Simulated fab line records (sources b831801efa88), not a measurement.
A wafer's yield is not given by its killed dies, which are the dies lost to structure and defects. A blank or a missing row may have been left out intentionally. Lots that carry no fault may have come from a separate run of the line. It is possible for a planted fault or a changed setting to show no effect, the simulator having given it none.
Which tool is to blame? ; flow sky130 ; 24 lots with 72 wafers sampled at 6 steps, on a route of 708 steps

WHAT THE GAUGES SHOWED, per wafer
SKY_VIA1_BOW_MEAS_03.
lot;measured;on;VIA1_BOW (um)
L074;day 32 00:25;film metro-02;89 82 82
L075;day 32 13:07;film metro-02;89 81 81
L076;day 32 22:06;film metro-04;70 84 82
L077;day 33 10:17;film metro-01;84 88 90
L078;day 34 01:21;film metro-02;85 88 86
L079;day 34 14:54;film metro-04;73 67 75
L080;day 34 20:50;film metro-01;83 94 91
L081;day 35 00:19;film metro-04;81 78 90
L082;day 35 15:28;film metro-02;80 80 76
L084;day 35 21:18;film metro-02;73 79 77
L083;day 35 23:00;film metro-02;81 94 86
L085;day 36 01:50;film metro-04;73 76 96
L086;day 36 10:49;film metro-04;74 79 92
L087;day 36 20:20;film metro-04;83 76 75
L088;day 37 01:03;film metro-02;68 71 79
L090;day 38 09:10;film metro-04;83 74 90
L091;day 38 09:30;film metro-02;78 85 74
L089;day 38 10:07;film metro-04;68 85 80
L092;day 38 11:34;film metro-04;87 79 91
L093;day 38 20:08;film metro-02;85 81 75
L094;day 39 12:58;film metro-02;82 88 87
L096;day 40 05:31;film metro-04;92 76 79
L095;day 40 05:56;film metro-02;75 88 83
L097;day 40 10:39;film metro-04;79 76 79

SKY_VIA3_THK_MEAS_23: measures by xrf.
lot;measured;on;VIA3_W_THK (nm)
L074;day 38 21:28;film metro-01;393 396 394
L075;day 39 09:47;film metro-04;405 403 401
L076;day 39 17:26;film metro-01;386 398 392
L077;day 40 04:13;film metro-02;377 383 385
L078;day 40 18:59;film metro-04;399 397 397
L079;day 41 09:27;film metro-04;403 405 399
L080;day 41 12:55;film metro-04;398 395 396
L081;day 41 20:01;film metro-01;392 395 393
L082;day 42 03:43;film metro-01;397 396 395
L084;day 42 11:32;film metro-02;393 388 388
L083;day 42 13:49;film metro-02;386 390 388
L085;day 42 14:19;film metro-04;392 391 389
L086;day 43 00:04;film metro-01;402 399 399
L087;day 43 05:02;film metro-04;397 395 394
L088;day 43 11:19;film metro-01;404 399 407
L090;day 44 15:05;film metro-01;402 395 396
L091;day 44 15:41;film metro-04;401 396 400
L089;day 44 15:46;film metro-01;394 400 392
L092;day 44 16:07;film metro-01;393 397 391
L093;day 45 00:19;film metro-01;399 399 393
L094;day 45 15:37;film metro-01;398 398 396
L096;day 46 05:37;film metro-02;388 392 388
L095;day 46 06:26;film metro-02;396 394 393
L097;day 46 10:26;film metro-04;393 398 403

EACH LOT AND THE TOOL THAT RAN IT (in order: tool; ch and the chambers of the sampled wafers; start)
lot;SKY_VIA1_SPUTTER_20;SKY_VIA2_STRIP_16;SKY_METAL3_SPUTTER_02;SKY_METAL3_SPUTTER_03
L074;pvd sputter-03, day 33 04:39;plasma asher-03 ch 0,1, day 35 11:16;pvd sputter-03, day 35 12:37;pvd sputter-03, day 35 12:40
L075;pvd sputter-01, day 33 16:29;plasma asher-04 ch 0,1, day 36 00:11;pvd sputter-02, day 36 01:29;pvd sputter-02, day 36 01:32
L076;pvd sputter-03, day 34 01:56;plasma asher-03 ch 0,1, day 36 08:09;pvd sputter-03, day 36 09:28;pvd sputter-03, day 36 09:30
L077;pvd sputter-03, day 34 13:20;plasma asher-04 ch 0,1, day 36 20:53;pvd sputter-03, day 36 22:11;pvd sputter-03, day 36 22:14
L078;pvd sputter-02, day 35 04:18;plasma asher-03 ch 0,1, day 37 11:49;pvd sputter-04, day 37 13:28;pvd sputter-04, day 37 13:31
L079;pvd sputter-01, day 35 17:53;plasma asher-01 ch 0,1, day 38 01:50;pvd sputter-02, day 38 03:16;pvd sputter-02, day 38 03:19
L080;pvd sputter-01, day 35 23:58;plasma asher-01 ch 0,1, day 38 05:56;pvd sputter-03, day 38 07:14;pvd sputter-03, day 38 07:17
L081;pvd sputter-02, day 36 02:57;plasma asher-03 ch 0,1, day 38 09:31;pvd sputter-04, day 38 10:58;pvd sputter-04, day 38 15:40
L082;pvd sputter-03, day 36 17:48;plasma asher-03 ch 0,1, day 38 23:34;pvd sputter-03, day 39 00:54;pvd sputter-03, day 39 00:56
L084;pvd sputter-01, day 37 00:06;plasma asher-04 ch 0,1, day 39 05:47;pvd sputter-03, day 39 07:07;pvd sputter-03, day 39 07:09
L083;pvd sputter-01, day 37 02:37;plasma asher-01 ch 0,1, day 39 08:09;pvd sputter-04, day 39 09:35;pvd sputter-04, day 39 09:37
L085;pvd sputter-03, day 37 04:42;plasma asher-03 ch 0,1, day 39 09:13;pvd sputter-02, day 39 10:32;pvd sputter-02, day 39 10:34
L086;pvd sputter-02, day 37 13:42;plasma asher-03 ch 0,1, day 39 18:22;pvd sputter-04, day 39 19:41;pvd sputter-04, day 39 19:44
L087;pvd sputter-03, day 37 22:49;plasma asher-03 ch 0,1, day 40 02:28;pvd sputter-02, day 40 03:47;pvd sputter-02, day 40 03:49
L088;pvd sputter-03, day 38 03:41;plasma asher-01 ch 0,1, day 40 07:51;pvd sputter-02, day 40 09:11;pvd sputter-02, day 40 09:14
L090;pvd sputter-02, day 39 11:04;plasma asher-01 ch 0,1, day 41 13:50;pvd sputter-03, day 41 15:07;pvd sputter-03, day 41 15:09
L091;pvd sputter-01, day 39 11:07;plasma asher-04 ch 0,1, day 41 13:55;pvd sputter-02, day 41 15:18;pvd sputter-02, day 41 15:20
L089;pvd sputter-02, day 39 11:33;plasma asher-01 ch 0,1, day 41 14:32;pvd sputter-04, day 41 15:51;pvd sputter-04, day 41 15:53
L092;pvd sputter-03, day 39 12:52;plasma asher-04 ch 0,1, day 41 15:43;pvd sputter-04, day 41 17:02;pvd sputter-04, day 41 17:04
L093;pvd sputter-02, day 39 21:51;plasma asher-01 ch 0,1, day 42 00:32;pvd sputter-04, day 42 01:53;pvd sputter-04, day 42 01:56
L094;pvd sputter-02, day 40 14:11;plasma asher-01 ch 0,1, day 42 16:02;pvd sputter-03, day 42 17:20;pvd sputter-03, day 42 17:23
L096;pvd sputter-03, day 41 07:21;plasma asher-01 ch 0,1, day 43 08:13;pvd sputter-04, day 43 09:34;pvd sputter-04, day 43 09:37
L095;pvd sputter-02, day 41 07:34;plasma asher-03 ch 0, day 43 08:34;pvd sputter-04, day 43 09:53;pvd sputter-04, day 43 09:56
L097;pvd sputter-03, day 41 12:04;plasma asher-01 ch 0,1, day 43 13:03;pvd sputter-04, day 43 14:22;pvd sputter-04, day 43 14:24
- SKY_VIA1_SPUTTER_20: material TiN, target thk 20 nm, time 80 s.
- SKY_VIA2_STRIP_16: strips in O2/N2.
- SKY_METAL3_SPUTTER_02: material AlCu, target thk 735 nm, time 39.1 s.
- SKY_METAL3_SPUTTER_03: material Ti, target thk 5 nm, time 3.3 s.

WHAT THE TOOLS THEMSELVES READ (means of the sampled wafers that have a number; where no wafer has one, the mark that the record gives instead)
SKY_VIA1_SPUTTER_20.
lot;tool;throttle valve pct (%)
L074;pvd sputter-03;30.5
L075;pvd sputter-01;30.2
L076;pvd sputter-03;29.3
L077;pvd sputter-03;29.8
L078;pvd sputter-02;29.4
L079;pvd sputter-01;30.7
L080;pvd sputter-01;30.6
L081;pvd sputter-02;29.9
L082;pvd sputter-03;28.7
L084;pvd sputter-01;30.8
L083;pvd sputter-01;30.6
L085;pvd sputter-03;29.8
L086;pvd sputter-02;29.5
L087;pvd sputter-03;30.1
L088;pvd sputter-03;30.3
L090;pvd sputter-02;29.8
L091;pvd sputter-01;30.1
L089;pvd sputter-02;29.3
L092;pvd sputter-03;29.3
L093;pvd sputter-02;29.3
L094;pvd sputter-02;29.0
L096;pvd sputter-03;28.8
L095;pvd sputter-02;29.4
L097;pvd sputter-03;30.0

SKY_VIA2_STRIP_16.
lot;tool;drypump motor current A (A);oes product au (a.u.);strip time to endpoint s (s)
L074;plasma asher-03;5.7;0.401;4.07
L075;plasma asher-04;5.7;0.395;4.00
L076;plasma asher-03;5.8;0.399;4.09
L077;plasma asher-04;5.7;0.396;4.01
L078;plasma asher-03;5.7;0.399;4.08
L079;plasma asher-01;5.2;0.400;4.03
L080;plasma asher-01;5.1;0.405;4.03
L081;plasma asher-03;6.1;0.404;4.03
L082;plasma asher-03;6.1;0.400;4.09
L084;plasma asher-04;5.8;0.398;4.06
L083;plasma asher-01;5.2;0.401;4.00
L085;plasma asher-03;5.7;0.398;4.10
L086;plasma asher-03;5.7;0.398;4.03
L087;plasma asher-03;6.1;0.395;4.01
L088;plasma asher-01;5.1;0.397;4.03
L090;plasma asher-01;5.2;0.400;4.06
L091;plasma asher-04;5.8;0.401;4.07
L089;plasma asher-01;5.2;0.399;4.06
L092;plasma asher-04;5.8;0.400;4.05
L093;plasma asher-01;5.1;0.395;4.02
L094;plasma asher-01;5.2;0.396;4.05
L096;plasma asher-01;5.2;0.397;4.07
L095;plasma asher-03;5.4;0.398;4.02
L097;plasma asher-01;5.2;0.402;4.03

SKY_METAL3_SPUTTER_02.
lot;tool;throttle valve pct (%)
L074;pvd sputter-03;29.9
L075;pvd sputter-02;29.8
L076;pvd sputter-03;29.7
L077;pvd sputter-03;30.2
L078;pvd sputter-04;31.2
L079;pvd sputter-02;29.5
L080;pvd sputter-03;30.1
L081;pvd sputter-04;30.1
L082;pvd sputter-03;30.3
L084;pvd sputter-03;30.8
L083;pvd sputter-04;29.9
L085;pvd sputter-02;29.9
L086;pvd sputter-04;30.0
L087;pvd sputter-02;30.2
L088;pvd sputter-02;29.6
L090;pvd sputter-03;29.9
L091;pvd sputter-02;29.7
L089;pvd sputter-04;31.3
L092;pvd sputter-04;31.2
L093;pvd sputter-04;30.0
L094;pvd sputter-03;30.1
L096;pvd sputter-04;28.8
L095;pvd sputter-04;31.0
L097;pvd sputter-04;30.8

SKY_METAL3_SPUTTER_03.
lot;tool;throttle valve pct (%)
L074;pvd sputter-03;29.6
L075;pvd sputter-02;29.9
L076;pvd sputter-03;29.8
L077;pvd sputter-03;30.1
L078;pvd sputter-04;31.4
L079;pvd sputter-02;29.3
L080;pvd sputter-03;30.1
L081;pvd sputter-04;30.0
L082;pvd sputter-03;30.3
L084;pvd sputter-03;30.6
L083;pvd sputter-04;29.8
L085;pvd sputter-02;29.8
L086;pvd sputter-04;29.9
L087;pvd sputter-02;29.9
L088;pvd sputter-02;29.6
L090;pvd sputter-03;29.9
L091;pvd sputter-02;29.6
L089;pvd sputter-04;31.2
L092;pvd sputter-04;31.2
L093;pvd sputter-04;29.9
L094;pvd sputter-03;30.2
L096;pvd sputter-04;28.7
L095;pvd sputter-04;31.0
L097;pvd sputter-04;30.9

THE ANSWER, worked out from the rows above alone
Rule: the lots themselves supply what counts as usual. Put in order of their means at a reading, lots are off if they are a third of the lots or fewer, leave a main group of 4 or more, and stand apart from it by a gap of 3 or more times the standard deviation of the main group's means; of several such gaps the widest counts. The tables above print the reading to a certain number of digits; a main group whose means all agree to those digits is not used. Also off: a lot with no number at a reading for which 4 or more lots have one. Where the step has rows for the other lots, those lots are counted as sound. The gauges are gone through in route order, then the tools' own readings, and for those a lot's mean is taken as printed above. The first step at which some lot is off is used, and at that step the reading that is off furthest; a lot without a number counts as furthest.
None of the lots is off at any reading shown; this tells nothing.

WHAT HAD BEEN PUT IN BY THE SIMULATOR
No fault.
